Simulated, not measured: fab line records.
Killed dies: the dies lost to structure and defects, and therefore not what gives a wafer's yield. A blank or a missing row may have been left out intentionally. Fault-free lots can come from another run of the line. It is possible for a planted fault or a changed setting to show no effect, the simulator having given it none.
A single fault, viewed from 2 desks / flow gf180mcu / only its own numbers are on each desk; what lay behind them is given at the end

## METROLOGY DESK
What the gauges read for every lot (on any tool): the sampled wafers with a number, averaged. If a lot's mean is further than 4 standard deviations from the usual mean, the lot is out of limits and carries the mark OUT (the distance appears in the brackets).
Columns: A = V5_CVD_02_THK at GF_V5_THK_MEAS_03, usual 1451 nm; B = PASSIVATION_CVD_02_THK at GF_PASSIVATION_THK_MEAS_03, usual 702 nm
lot=L513; first seen here=day 26 05:50; A=1482; B=701
lot=L514; first seen here=day 26 11:59; A=1437; B=706
lot=L515; first seen here=day 26 20:05; A=1450; B=704
lot=L516; first seen here=day 27 00:04; A=1463; B=699
lot=L518; first seen here=day 28 01:00; A=1480; B=701
lot=L519; first seen here=day 28 07:48; A=1431; B=706
lot=L522; first seen here=day 29 12:50; A=1452; B=686
lot=L523; first seen here=day 29 13:08; A=1459; B=707
lot=L525; first seen here=day 30 05:55; A=1444; B=708
lot=L526; first seen here=day 30 15:41; A=1444; B=703
lot=L530; first seen here=day 31 13:08; A=1452; B=706
lot=L531; first seen here=day 31 21:32; A=1472; B=710
lot=L534; first seen here=day 32 10:09; A=1471; B=708
lot=L536; first seen here=day 32 19:48; A=1454; B=703
Finding of this desk: none of the 14 lots has anything out of limits.

## DESK OF THE TOOL OWNER: pvd_sputter-01
The tool's own readings at GF_V1_SPUTTER_22 (material TiN, target thk 10 nm, time 40 s): means of the sampled wafers that have a number, for each lot that ran on this tool. If a lot's mean is further than 4 standard deviations from the usual mean, the lot is out of limits and carries the mark OUT (the distance appears in the brackets).
Columns: A = throttle_valve_pct at GF_V1_SPUTTER_22, usual 29.6 %
lot=L514; first seen here=day 18 10:55; A=28.8
lot=L515; first seen here=day 18 17:49; A=29.5
lot=L516; first seen here=day 19 01:30; A=29.4
lot=L518; first seen here=day 20 06:31; A=28.8
lot=L519; first seen here=day 20 12:40; A=29.8
lot=L522; first seen here=day 22 02:22; A=29.4
lot=L525; first seen here=day 22 18:55; A=29.9
lot=L526; first seen here=day 23 11:01; A=29.7
Finding of this desk: none of the 8 lots has anything out of limits.

## PUT TOGETHER
At the metrology desk, nothing out of limits was observed.
The desk of the tool owner found nothing out of limits.

## WHAT THE SIMULATOR HAD PUT IN
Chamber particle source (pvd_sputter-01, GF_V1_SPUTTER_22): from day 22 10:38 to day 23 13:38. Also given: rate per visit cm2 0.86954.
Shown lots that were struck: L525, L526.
